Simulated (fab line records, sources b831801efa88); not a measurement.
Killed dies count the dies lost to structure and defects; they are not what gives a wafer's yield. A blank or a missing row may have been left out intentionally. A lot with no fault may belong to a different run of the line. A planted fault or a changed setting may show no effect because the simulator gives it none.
Struck lot and sound lot, side by side -- flow sky130 -- 15 steps out of a route of 708
Sound: wafers L645.1, L645.2, L645.5. The struck wafers were L654.2, L654.4, L654.6. Last of all comes the cause.
Each step with rows lists, per side, the tool, then ch with its chambers, then its first start. Under that, the readings that differ: sound wafers -- struck wafers -- difference of the means -- sigmas: that difference in standard deviations of wafers without a fault.
alike: readings with means less than 2 such deviations apart, plus words and numbers identical on both sides. not compared: withheld readings, readings lacking a value on some wafer, bounds such as >300 that could conceal the same value, and numbers that have no deviation in the record and whose values overlap.
Wherever a step has rows on one side only, a row that says differs or no value, or a row with sigmas, the two part there. When numbers do not overlap yet have no deviation, they are printed without sigmas and do not part them. A reading that every wafer of one side lacks parts them only if that side has two wafers or more.

first, 1 step without rows for these wafers: SKY_POLY_GATE_OXIDATION_20 (stabilise 600 s, purge 300 s, target thk 4 nm).
SKY_POLY_GATE_THK_MEAS_21:
  sound: film-metro-01 at day 19 05:39; struck: film-metro-02 at day 23 02:13
  alike: POLY_GATE_OXIDATION_THK
SKY_POLY_GATE_CD_MEAS_22:
  sound: cd-sem-02 at day 19 05:43; struck: cd-sem-02 at day 23 02:17
  alike: cd-nm
then, 7 steps without rows for these wafers: SKY_LDD_N_DEHYDRATE_00 (time 60 s); SKY_LDD_N_HMDS_01 (prime time 60 s); SKY_LDD_N_COAT_02 (resist thk 300 nm); SKY_LDD_N_SOFTBAKE_03 (time 60 s); SKY_LDD_N_EXPOSE_04 (exposes mask NTM, target cd 840 nm); SKY_LDD_N_PEB_05; SKY_LDD_N_DEVELOP_06 (develop time 60 s).
SKY_LDD_N_OVL_MEAS_07:
  sound: overlay-02 at day 20 12:44; struck: overlay-01 at day 24 07:21
  alike: LDD_N_OVL
following that, these wafers have no rows for 1 step: SKY_LDD_N_IMPLANT_08.
SKY_LDD_N_IMPLANT_09:
  sound on implanter-04 ch 0, day 20 12:56; struck on implanter-04 ch 0, day 24 07:33
reading,sound,struck,difference,sigmas
beam-energy-keV,20.005 20.010 20.003,16.640 16.645 16.643,-3.363,-99 or more
beam-on-s (s),10.28 10.11 10.02,11.11 10.76 11.03,+0.83,+4
faraday-current-uA,413 418 421,380 392 384,-32,-4
model.implant.rp-nm (nm),15.82 15.82 15.82,13.85 13.85 13.85,-1.97,
model.implant.drp-nm (nm),7.212 7.212 7.212,6.364 6.364 6.364,-0.848,
following that, these wafers have no rows for 1 step: SKY_LDD_N_IMPLANT_10.
-- record jumps: 26 days separate the struck wafers' starts on either side; left off in module LDD_N, taken up again in module PAD_OPEN, whose first shown step is the route's number 708 --
SKY_PAD_OPEN_PROBE_99:
  sound: prober-01 at day 47 18:10; struck: prober-01 at day 50 05:01
reading,sound,struck,difference,sigmas
model.etest.tip-n.rs-ohm-sq,441 442 443.6,450.7 450.7 451.9,+8.9,
  alike: killed_at_M0_to_M3, killed_at_M4_up, killed-at-contacts, killed-at-front-end, killed-at-other, killed-dies, killed-open, killed-short

## WHERE THEY PART
At SKY_LDD_N_IMPLANT_09 and nowhere else, as far as this record goes. Later steps at which nothing parts them and some readings are alike: SKY_PAD_OPEN_PROBE_99.

WHY: whatever the simulator had introduced
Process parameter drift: implanter-04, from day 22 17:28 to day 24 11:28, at SKY_LDD_N_IMPLANT_09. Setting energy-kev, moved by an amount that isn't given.
